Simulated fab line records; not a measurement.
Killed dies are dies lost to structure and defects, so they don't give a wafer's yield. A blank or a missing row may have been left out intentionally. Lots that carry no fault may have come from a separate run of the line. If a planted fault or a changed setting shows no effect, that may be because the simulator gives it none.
Matching of chambers -- flow sky130 -- 4 sister chambers for SKY_VIA3_CMP_24 on cmp-01
The step polishes, stops on SiO2, t overpolish 20 s, target thk 0 nm. 8 wafers are shown with their chamber, then 12 later ones without.

== WAFERS, EACH WITH ITS CHAMBER ==
wafer,chamber,motor-current-A (A),time-to-endpoint-s (s)
L078.3,2,9.7,95
L086.5,1,11.0,97
L088.1,3,9.9,97
L088.3,0,9.7,92
L088.5,1,10.9,98
L089.3,2,9.4,100
L089.4,3,9.1,97
L089.6,0,9.8,99

== WAFERS MISSING THEIR CHAMBER ==
wafer,motor-current-A (A),time-to-endpoint-s (s)
L091.1,10.3,101
L091.3,10.8,100
L091.6,9.9,95
L090.1,9.8,95
L090.3,10.0,94
L090.6,10.6,100
L096.3,9.9,99
L096.4,9.7,96
L096.5,10.1,98
L097.1,9.4,96
L097.3,10.1,94
L097.5,9.9,96

== THE CHAMBER EACH PASSED THROUGH ==
wafer,from the rows above,in truth
L091.1,can't be placed: 1 or 0 or 2 or 3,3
L091.3,1,1
L091.6,can't be placed: 0 or 2 or 3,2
L090.1,can't be placed: 0 or 2 or 3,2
L090.3,can't be placed: 0 or 2 or 3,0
L090.6,can't be placed: 1 or 0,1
L096.3,can't be placed: 2 or 0 or 3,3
L096.4,can't be placed: 0 or 2 or 3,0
L096.5,can't be placed: 0 or 2 or 3 or 1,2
L097.1,can't be placed: 3 or 2 or 0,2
L097.3,can't be placed: 0 or 2 or 3 or 1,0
L097.5,can't be placed: 0 or 2 or 3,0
1 of 12 placed correctly. These rows do not allow placing 11 (true chamber among the candidates in 11). Wrongly placed: 0.
How it was worked out, from the rows above alone: a wafer's distance from a chamber is the root of the sum, over the readings, of the square of ((its reading less the chamber's mean) divided by the reading's scatter). The wafer belongs to the nearest chamber; if the next one is less than 2 further off, it can't be placed. For every chamber, the mean is computed from those of its wafers that are shown. The scatter is the square root of a quotient: the sum, over the shown wafers, of each reading's squared deviation from its chamber's mean, divided by wafers minus chambers.
